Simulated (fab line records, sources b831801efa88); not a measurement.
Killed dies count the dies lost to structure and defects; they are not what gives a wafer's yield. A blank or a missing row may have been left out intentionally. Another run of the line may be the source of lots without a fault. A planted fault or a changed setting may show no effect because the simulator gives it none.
A sampling plan put to the test | flow gf180mcu | one fab line, 48 faults that these records tell of, each judged on the records of the lots that it struck
The plan consists of the line's own looks: route steps at which the wafer is read by a gauge or an inspection but not changed. A look can be judged if struck wafers have a number there and the file gives its usual mean and standard deviation on fault-free wafers. Caught: at a look after the fault's first step, the mean of the struck wafers lies 4 or more of those standard deviations (sigma) from the usual mean. On the tool: the same test on the tool's own readings at the fault's steps. If the struck wafers alone have a blank record, or they carry another recipe, that too counts as caught.

## THE FAULTS, as the simulator had put them in
1. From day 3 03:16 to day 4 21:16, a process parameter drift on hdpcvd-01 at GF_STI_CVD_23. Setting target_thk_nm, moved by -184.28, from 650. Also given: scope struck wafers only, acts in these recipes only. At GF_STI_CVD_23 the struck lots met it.
2. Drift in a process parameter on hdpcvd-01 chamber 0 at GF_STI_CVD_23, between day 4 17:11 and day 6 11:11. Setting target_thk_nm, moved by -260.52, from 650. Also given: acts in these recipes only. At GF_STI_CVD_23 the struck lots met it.
3. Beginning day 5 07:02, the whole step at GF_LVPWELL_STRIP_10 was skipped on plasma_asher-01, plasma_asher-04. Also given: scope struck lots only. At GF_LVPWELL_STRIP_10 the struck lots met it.
4. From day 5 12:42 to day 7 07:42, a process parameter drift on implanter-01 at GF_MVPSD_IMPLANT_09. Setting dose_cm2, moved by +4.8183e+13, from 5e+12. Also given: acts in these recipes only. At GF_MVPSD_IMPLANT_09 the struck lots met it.
5. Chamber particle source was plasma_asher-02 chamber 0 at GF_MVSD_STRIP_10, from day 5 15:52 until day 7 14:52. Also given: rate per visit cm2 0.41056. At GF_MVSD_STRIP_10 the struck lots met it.
6. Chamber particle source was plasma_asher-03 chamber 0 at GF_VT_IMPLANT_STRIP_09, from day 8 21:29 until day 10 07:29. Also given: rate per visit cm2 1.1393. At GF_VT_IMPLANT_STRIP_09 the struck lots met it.
7. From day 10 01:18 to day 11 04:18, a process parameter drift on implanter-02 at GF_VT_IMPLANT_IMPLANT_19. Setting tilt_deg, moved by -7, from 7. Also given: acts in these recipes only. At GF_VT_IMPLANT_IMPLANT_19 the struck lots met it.
8. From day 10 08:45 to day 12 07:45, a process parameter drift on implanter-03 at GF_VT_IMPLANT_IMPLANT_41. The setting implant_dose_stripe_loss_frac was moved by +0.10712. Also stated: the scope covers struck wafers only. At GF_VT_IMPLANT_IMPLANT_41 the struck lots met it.
9. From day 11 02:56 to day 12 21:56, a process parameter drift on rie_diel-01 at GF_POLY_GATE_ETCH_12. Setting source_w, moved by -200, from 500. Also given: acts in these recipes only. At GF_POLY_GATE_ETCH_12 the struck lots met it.
10. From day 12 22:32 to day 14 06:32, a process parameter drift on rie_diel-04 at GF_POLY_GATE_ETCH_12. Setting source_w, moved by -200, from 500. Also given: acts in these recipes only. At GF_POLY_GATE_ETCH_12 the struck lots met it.
11. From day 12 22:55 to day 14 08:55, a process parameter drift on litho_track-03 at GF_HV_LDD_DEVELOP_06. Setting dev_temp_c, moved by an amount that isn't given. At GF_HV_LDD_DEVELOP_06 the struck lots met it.
12. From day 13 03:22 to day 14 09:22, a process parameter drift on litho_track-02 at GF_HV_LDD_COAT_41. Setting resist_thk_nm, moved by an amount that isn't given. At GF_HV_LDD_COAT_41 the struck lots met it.
13. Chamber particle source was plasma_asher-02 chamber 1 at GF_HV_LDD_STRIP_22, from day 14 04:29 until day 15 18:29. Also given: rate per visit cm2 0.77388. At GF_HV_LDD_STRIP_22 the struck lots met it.
14. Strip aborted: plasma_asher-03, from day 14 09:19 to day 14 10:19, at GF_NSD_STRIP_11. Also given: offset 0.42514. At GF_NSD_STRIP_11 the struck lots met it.
15. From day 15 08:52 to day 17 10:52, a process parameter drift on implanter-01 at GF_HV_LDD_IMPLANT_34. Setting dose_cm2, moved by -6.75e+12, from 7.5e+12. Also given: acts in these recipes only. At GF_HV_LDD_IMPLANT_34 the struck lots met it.
16. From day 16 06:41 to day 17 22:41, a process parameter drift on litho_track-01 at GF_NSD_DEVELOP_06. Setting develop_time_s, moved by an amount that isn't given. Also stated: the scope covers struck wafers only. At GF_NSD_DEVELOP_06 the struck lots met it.
17. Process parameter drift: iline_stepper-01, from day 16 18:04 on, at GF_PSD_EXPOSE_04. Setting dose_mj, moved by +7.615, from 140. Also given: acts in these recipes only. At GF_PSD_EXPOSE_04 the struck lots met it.
18. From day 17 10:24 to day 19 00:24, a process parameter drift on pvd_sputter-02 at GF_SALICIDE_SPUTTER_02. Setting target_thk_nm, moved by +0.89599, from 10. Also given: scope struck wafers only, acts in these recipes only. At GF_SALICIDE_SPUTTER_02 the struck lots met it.
19. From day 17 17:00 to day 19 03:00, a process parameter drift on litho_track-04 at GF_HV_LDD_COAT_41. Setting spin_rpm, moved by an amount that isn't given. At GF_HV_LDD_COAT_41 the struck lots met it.
20. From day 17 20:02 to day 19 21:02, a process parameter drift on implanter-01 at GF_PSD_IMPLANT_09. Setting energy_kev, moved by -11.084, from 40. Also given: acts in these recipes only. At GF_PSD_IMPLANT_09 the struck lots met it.
21. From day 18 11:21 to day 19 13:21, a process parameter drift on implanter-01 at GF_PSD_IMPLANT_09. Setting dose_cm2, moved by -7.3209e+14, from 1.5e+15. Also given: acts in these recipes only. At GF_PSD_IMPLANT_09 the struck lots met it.
22. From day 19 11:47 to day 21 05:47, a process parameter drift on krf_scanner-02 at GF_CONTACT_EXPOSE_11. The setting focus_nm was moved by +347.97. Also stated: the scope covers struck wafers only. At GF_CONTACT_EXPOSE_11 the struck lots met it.
23. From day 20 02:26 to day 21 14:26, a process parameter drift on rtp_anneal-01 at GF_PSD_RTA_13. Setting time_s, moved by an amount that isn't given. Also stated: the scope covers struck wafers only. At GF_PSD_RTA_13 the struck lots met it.
24. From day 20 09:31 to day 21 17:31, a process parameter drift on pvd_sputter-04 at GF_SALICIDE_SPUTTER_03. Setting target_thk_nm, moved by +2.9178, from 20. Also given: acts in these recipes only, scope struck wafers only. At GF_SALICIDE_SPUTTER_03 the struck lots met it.
25. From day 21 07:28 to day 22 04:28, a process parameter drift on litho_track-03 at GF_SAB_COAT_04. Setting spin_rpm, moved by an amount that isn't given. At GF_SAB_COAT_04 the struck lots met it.
26. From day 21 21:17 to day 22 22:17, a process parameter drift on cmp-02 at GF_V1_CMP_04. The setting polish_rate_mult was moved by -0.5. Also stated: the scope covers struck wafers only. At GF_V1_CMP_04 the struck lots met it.
27. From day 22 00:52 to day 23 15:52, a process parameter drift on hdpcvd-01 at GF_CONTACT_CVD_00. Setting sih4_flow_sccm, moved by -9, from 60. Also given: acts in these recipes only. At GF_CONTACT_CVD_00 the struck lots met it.
28. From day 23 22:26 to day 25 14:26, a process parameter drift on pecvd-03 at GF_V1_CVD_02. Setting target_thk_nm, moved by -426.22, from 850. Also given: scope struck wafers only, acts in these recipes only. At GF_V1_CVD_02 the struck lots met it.
29. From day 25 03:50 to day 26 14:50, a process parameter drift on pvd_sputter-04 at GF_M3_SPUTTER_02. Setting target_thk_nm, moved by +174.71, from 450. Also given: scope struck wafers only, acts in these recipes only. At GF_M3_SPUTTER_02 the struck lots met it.
30. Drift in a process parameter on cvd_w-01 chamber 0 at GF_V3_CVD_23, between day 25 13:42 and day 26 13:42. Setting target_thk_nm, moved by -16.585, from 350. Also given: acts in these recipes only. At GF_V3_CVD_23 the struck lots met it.
31. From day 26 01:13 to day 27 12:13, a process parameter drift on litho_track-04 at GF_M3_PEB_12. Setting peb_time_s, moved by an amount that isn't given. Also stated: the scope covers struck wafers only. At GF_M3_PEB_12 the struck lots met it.
32. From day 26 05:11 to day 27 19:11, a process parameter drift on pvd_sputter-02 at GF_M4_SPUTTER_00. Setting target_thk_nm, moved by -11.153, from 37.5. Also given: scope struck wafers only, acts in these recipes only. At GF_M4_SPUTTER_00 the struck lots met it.
33. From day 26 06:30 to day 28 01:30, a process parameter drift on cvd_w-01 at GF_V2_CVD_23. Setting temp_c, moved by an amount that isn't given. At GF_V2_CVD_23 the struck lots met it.
34. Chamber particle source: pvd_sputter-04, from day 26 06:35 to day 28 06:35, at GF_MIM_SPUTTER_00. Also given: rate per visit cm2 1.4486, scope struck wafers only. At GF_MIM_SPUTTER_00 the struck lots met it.
35. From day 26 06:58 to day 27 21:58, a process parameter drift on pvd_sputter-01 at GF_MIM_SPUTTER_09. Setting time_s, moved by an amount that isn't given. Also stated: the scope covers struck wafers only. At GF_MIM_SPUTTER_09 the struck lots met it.
36. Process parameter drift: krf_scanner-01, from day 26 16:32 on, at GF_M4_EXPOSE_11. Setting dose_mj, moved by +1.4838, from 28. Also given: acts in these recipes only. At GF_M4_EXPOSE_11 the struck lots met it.
37. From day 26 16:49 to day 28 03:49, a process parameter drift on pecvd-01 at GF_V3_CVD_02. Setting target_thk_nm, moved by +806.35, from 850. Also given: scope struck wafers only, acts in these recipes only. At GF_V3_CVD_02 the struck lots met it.
38. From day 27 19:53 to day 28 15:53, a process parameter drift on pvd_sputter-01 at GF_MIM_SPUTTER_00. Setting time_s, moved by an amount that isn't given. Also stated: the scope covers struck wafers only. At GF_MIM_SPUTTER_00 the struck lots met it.
39. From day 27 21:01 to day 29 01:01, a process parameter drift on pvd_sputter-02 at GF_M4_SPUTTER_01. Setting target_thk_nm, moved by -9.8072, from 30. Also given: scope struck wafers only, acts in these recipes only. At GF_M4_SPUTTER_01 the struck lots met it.
40. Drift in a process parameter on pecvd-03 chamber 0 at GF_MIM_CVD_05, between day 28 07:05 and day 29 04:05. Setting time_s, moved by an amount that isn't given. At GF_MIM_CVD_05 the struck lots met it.
41. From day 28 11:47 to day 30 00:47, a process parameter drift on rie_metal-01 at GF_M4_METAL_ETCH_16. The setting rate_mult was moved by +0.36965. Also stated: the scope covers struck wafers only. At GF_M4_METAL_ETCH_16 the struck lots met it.
42. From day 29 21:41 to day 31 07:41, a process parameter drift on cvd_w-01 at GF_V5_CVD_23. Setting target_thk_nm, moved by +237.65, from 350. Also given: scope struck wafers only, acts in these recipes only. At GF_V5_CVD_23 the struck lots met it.
43. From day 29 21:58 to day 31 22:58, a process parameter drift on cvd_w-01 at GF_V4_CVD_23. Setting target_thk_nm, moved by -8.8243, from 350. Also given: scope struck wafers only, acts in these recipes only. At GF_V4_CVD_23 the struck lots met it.
44. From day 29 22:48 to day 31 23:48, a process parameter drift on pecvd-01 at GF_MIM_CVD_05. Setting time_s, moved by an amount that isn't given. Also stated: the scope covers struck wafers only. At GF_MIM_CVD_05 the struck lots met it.
45. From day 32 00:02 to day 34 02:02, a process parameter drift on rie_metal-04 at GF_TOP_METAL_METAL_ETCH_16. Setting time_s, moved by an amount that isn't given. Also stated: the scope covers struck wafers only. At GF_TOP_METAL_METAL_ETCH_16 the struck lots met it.
46. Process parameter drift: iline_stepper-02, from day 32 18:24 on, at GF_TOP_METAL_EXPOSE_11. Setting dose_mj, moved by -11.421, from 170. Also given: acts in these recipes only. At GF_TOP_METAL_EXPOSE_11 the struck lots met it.
47. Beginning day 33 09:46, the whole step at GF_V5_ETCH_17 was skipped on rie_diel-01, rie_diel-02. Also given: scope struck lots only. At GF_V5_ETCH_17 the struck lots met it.
48. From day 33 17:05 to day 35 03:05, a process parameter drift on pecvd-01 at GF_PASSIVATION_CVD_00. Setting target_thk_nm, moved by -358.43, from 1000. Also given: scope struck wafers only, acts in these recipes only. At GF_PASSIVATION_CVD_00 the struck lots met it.

## WHAT THE PLAN SAW
fault | on the tool itself                               | first look that catches it                      | reading, sigma                                             | median hours from its first step to that look | hours from the fault's start to the first struck lot there | judged looks passed uncaught
1     | no reading that can be judged                    | GF_STI_THK_MEAS_24                              | STI_CVD_23_THK -18                                         | 0.1                                           | 8                                                          | 0
2     | no reading that can be judged                    | GF_STI_THK_MEAS_24                              | STI_CVD_23_THK -27                                         | 0.1                                           | 5                                                          | 0
3     | the tool's record is blank for the struck wafers | GF_MVSD_TW_MEAS_11                              | MVSD_TW -99 or beyond                                      | 15.1                                          | 18                                                         | 1
4     | dose_ions_cm2 +99 or beyond sigma                | GF_MVPSD_TW_MEAS_11                             | MVPSD_TW +64                                               | 0.2                                           | 3                                                          | 0
5     | under 2 sigma                                    | not the one look that can be judged after it    | -                                                          | -                                             | -                                                          | 1
6     | under 2 sigma                                    | not the one look that can be judged after it    | -                                                          | -                                             | -                                                          | 1
7     | tilt_deg -99 or beyond sigma                     | GF_VT_IMPLANT_TW_MEAS_21                        | VT_IMPLANT_2_TW -20                                        | 0.3                                           | 20                                                         | 0
8     | no reading that can be judged                    | GF_VT_IMPLANT_TW_MEAS_43                        | VT_IMPLANT_4_TW -4.2                                       | 0.2                                           | 10                                                         | 0
9     | rf_fwd_power_W -99 or beyond sigma               | none of the 2 looks that can be judged after it | strongest: cd_nm at GF_POLY_GATE_CD_MEAS_18, +2.6          | -                                             | -                                                          | 2
10    | rf_fwd_power_W -99 or beyond sigma               | not the one look that can be judged after it    | strongest: cd_nm at GF_POLY_GATE_CD_MEAS_18, +2.5          | -                                             | -                                                          | 1
11    | developer_temp_C -21 sigma                       | none of the 2 looks that can be judged after it | strongest: cd_nm at GF_HV_LDD_CD_MEAS_07, +3.2             | -                                             | -                                                          | 2
12    | no reading that can be judged                    | not the one look that can be judged after it    | -                                                          | -                                             | -                                                          | 1
13    | under 2 sigma                                    | not the one look that can be judged after it    | -                                                          | -                                             | -                                                          | 1
14    | oes_product_au +16 sigma                         | GF_PSD_TW_MEAS_11                               | PSD_TW -99 or beyond                                       | 22.0                                          | 23                                                         | 0
15    | dose_ions_cm2 -99 or beyond sigma                | GF_HV_LDD_TW_MEAS_38                            | HV_LDD_3_TW -11                                            | 0.5                                           | 7                                                          | 0
16    | no reading that can be judged                    | GF_NSD_TW_MEAS_12                               | NSD_TW -99 or beyond                                       | 0.7                                           | 8                                                          | 0
17    | exposure_dose_mJ_cm2 +41 sigma                   | GF_PSD_CD_MEAS_07                               | cd_nm +5.5                                                 | 11.5                                          | 18                                                         | 0
18    | under 2 sigma                                    | none of the 2 looks that can be judged after it | strongest: SALICIDE_TIN_RS at GF_SALICIDE_RS_MEAS_04, -3.7 | -                                             | -                                                          | 2
19    | spin_speed_rpm -99 or beyond sigma               | GF_HV_LDD_CD_MEAS_46                            | cd_nm -10                                                  | 11.9                                          | 14                                                         | 0
20    | beam_energy_keV -99 or beyond sigma              | GF_PSD_TW_MEAS_11                               | PSD_TW -11                                                 | 0.2                                           | 8                                                          | 0
21    | dose_ions_cm2 -99 or beyond sigma                | GF_PSD_TW_MEAS_11                               | PSD_TW -19                                                 | 0.2                                           | 8                                                          | 0
22    | under 2 sigma                                    | GF_CONTACT_CD_MEAS_14                           | cd_nm -6.5                                                 | 11.8                                          | 19                                                         | 0
23    | run_length_s +28 sigma                           | GF_PSD_RS_MEAS_14                               | NSD_RS -45                                                 | 0.1                                           | 6                                                          | 0
24    | under 2 sigma                                    | GF_SALICIDE_THK_MEAS_05                         | SALICIDE_TIN_THK +9.2                                      | 0.2                                           | 12                                                         | 0
25    | spin_speed_rpm +99 or beyond sigma               | no look after it can be judged                  | -                                                          | -                                             | -                                                          | 0
26    | time_to_endpoint_s +4.6 sigma                    | no look after it can be judged                  | -                                                          | -                                             | -                                                          | 0
27    | sih4_flow_sccm -52 sigma                         | GF_CONTACT_THK_MEAS_01                          | CONTACT_CVD_00_THK -10                                     | 0.1                                           | 3                                                          | 0
28    | under 2 sigma                                    | GF_V1_THK_MEAS_03                               | V1_CVD_02_THK -35                                          | 0.1                                           | 7                                                          | 0
29    | under 2 sigma                                    | GF_M3_RS_MEAS_05                                | M3_ALCU_RS -22                                             | 0.1                                           | 8                                                          | 0
30    | under 2 sigma                                    | not the one look that can be judged after it    | strongest: V3_W_RS at GF_V3_RS_MEAS_24, +2.7               | -                                             | -                                                          | 1
31    | heater_power_total_W +60 sigma                   | not the one look that can be judged after it    | strongest: cd_nm at GF_M3_CD_MEAS_14, +2.7                 | -                                             | -                                                          | 1
32    | under 2 sigma                                    | no look after it can be judged                  | -                                                          | -                                             | -                                                          | 0
33    | susceptor_temp_C +40 sigma                       | GF_V2_RS_MEAS_24                                | V2_W_RS -16                                                | 0.1                                           | 6                                                          | 0
34    | under 2 sigma                                    | not the one look that can be judged after it    | -                                                          | -                                             | -                                                          | 1
35    | under 2 sigma                                    | none of the 4 looks that can be judged after it | -                                                          | -                                             | -                                                          | 4
36    | exposure_dose_mJ_cm2 +33 sigma                   | GF_M4_CD_MEAS_14                                | cd_nm -6.8                                                 | 10.0                                          | 16                                                         | 0
37    | under 2 sigma                                    | GF_V3_THK_MEAS_03                               | V3_CVD_02_THK +73                                          | 0.1                                           | 7                                                          | 0
38    | under 2 sigma                                    | none of the 3 looks that can be judged after it | -                                                          | -                                             | -                                                          | 3
39    | under 2 sigma                                    | no look after it can be judged                  | -                                                          | -                                             | -                                                          | 0
40    | run_length_s +6.2 sigma                          | GF_MIM_THK_MEAS_06                              | MIM_CVD_05_THK +5.2                                        | 0.0                                           | 1                                                          | 0
41    | under 2 sigma                                    | not the one look that can be judged after it    | -                                                          | -                                             | -                                                          | 1
42    | under 2 sigma                                    | GF_V5_RS_MEAS_24                                | V5_W_RS -25                                                | 0.1                                           | 13                                                         | 0
43    | under 2 sigma                                    | GF_V4_RS_MEAS_24                                | V4_W_RS +4.2                                               | 0.1                                           | 27                                                         | 0
44    | under 2 sigma                                    | none of the 5 looks that can be judged after it | strongest: MIM_CVD_05_THK at GF_MIM_THK_MEAS_06, -2.2      | -                                             | -                                                          | 5
45    | run_length_s -17 sigma                           | no look after it can be judged                  | -                                                          | -                                             | -                                                          | 0
46    | exposure_dose_mJ_cm2 -59 sigma                   | GF_TOP_METAL_CD_MEAS_14                         | cd_nm +6.8                                                 | 7.6                                           | 13                                                         | 0
47    | the tool's record is blank for the struck wafers | no look after it can be judged                  | -                                                          | -                                             | -                                                          | 0
48    | under 2 sigma                                    | GF_PASSIVATION_THK_MEAS_01                      | PASSIVATION_CVD_00_THK -25                                 | 0.1                                           | 1                                                          | 0
A dash: the fault is not caught, or the number is missing from these records.

Caught at a look: 27 of 48. Caught on the tool: 23 of 48. By one or the other: 35 of 48.
On the tool alone, faults 9, 10, 11, 25, 26, 31, 45, 47 were caught.
Caught at a look alone: faults 1, 2, 8, 16, 22, 24, 28, 29, 37, 42, 43, 48.
Caught by neither: faults 5, 6, 12, 13, 18, 30, 32, 34, 35, 38, 39, 41, 44.

## THINNER SAMPLING
If the look that catches a fault measured only every second or every third lot, by lot number, the first struck lot would be measured this late in the worst case:
fault | struck lots at that look, in order of time | every lot | every second lot | every third lot
1     | L460, L464, L465                           | 8 h       | 33 h             | 33 h
2     | L742, L746                                 | 5 h       | may miss all 2   | may miss all 2
3     | L189, L190, L191                           | 18 h      | 22 h             | 28 h
4     | L651, L656                                 | 3 h       | 32 h             | may miss all 2
7     | L517, L518                                 | 20 h      | 21 h             | may miss all 2
8     | L935, L937                                 | 10 h      | may miss all 2   | may miss all 2
14    | L111                                       | 23 h      | may miss it      | may miss it
15    | L685, L686, L687                           | 7 h       | 16 h             | 30 h
16    | L228, L233                                 | 8 h       | 36 h             | may miss all 2
17    | L296, L295, L297, L298                     | 18 h      | 20 h             | 27 h
19    | L276, L277                                 | 14 h      | 22 h             | may miss all 2
20    | L604, L606                                 | 8 h       | may miss all 2   | may miss all 2
21    | L492, L493                                 | 8 h       | 17 h             | may miss all 2
22    | L937, L940                                 | 19 h      | 44 h             | may miss all 2
23    | L704, L707                                 | 6 h       | 24 h             | may miss all 2
24    | L743, L744                                 | 12 h      | 25 h             | may miss all 2
27    | L357, L358, L360                           | 3 h       | 15 h             | may miss all 3
28    | L228, L230                                 | 7 h       | may miss all 2   | may miss all 2
29    | L474                                       | 8 h       | may miss it      | may miss it
33    | L492, L493                                 | 6 h       | 7 h              | may miss all 2
36    | L845, L846, L848, L849                     | 16 h      | 23 h             | may miss all 4
37    | L320, L321                                 | 7 h       | 18 h             | may miss all 2
40    | L772, L773                                 | 1 h       | 8 h              | may miss all 2
42    | L343, L345                                 | 13 h      | may miss all 2   | may miss all 2
43    | L259                                       | 27 h      | may miss it      | may miss it
46    | L159, L165                                 | 13 h      | may miss all 2   | may miss all 2
48    | L851, L853                                 | 1 h       | may miss all 2   | may miss all 2
The hour figures run from when the fault began to the first measured lot among those it struck. Since the struck wafers were tested as one group against 4 sigma, a single lot by itself may lie under the limit. Other struck lots may not be in these records.

## THE LONGEST TIMED WAY FROM STEP TO LOOK
For fault 14, GF_NSD_STRIP_11 and GF_PSD_TW_MEAS_11 are separated by a median of 22.0 hours. No look between them can be judged.
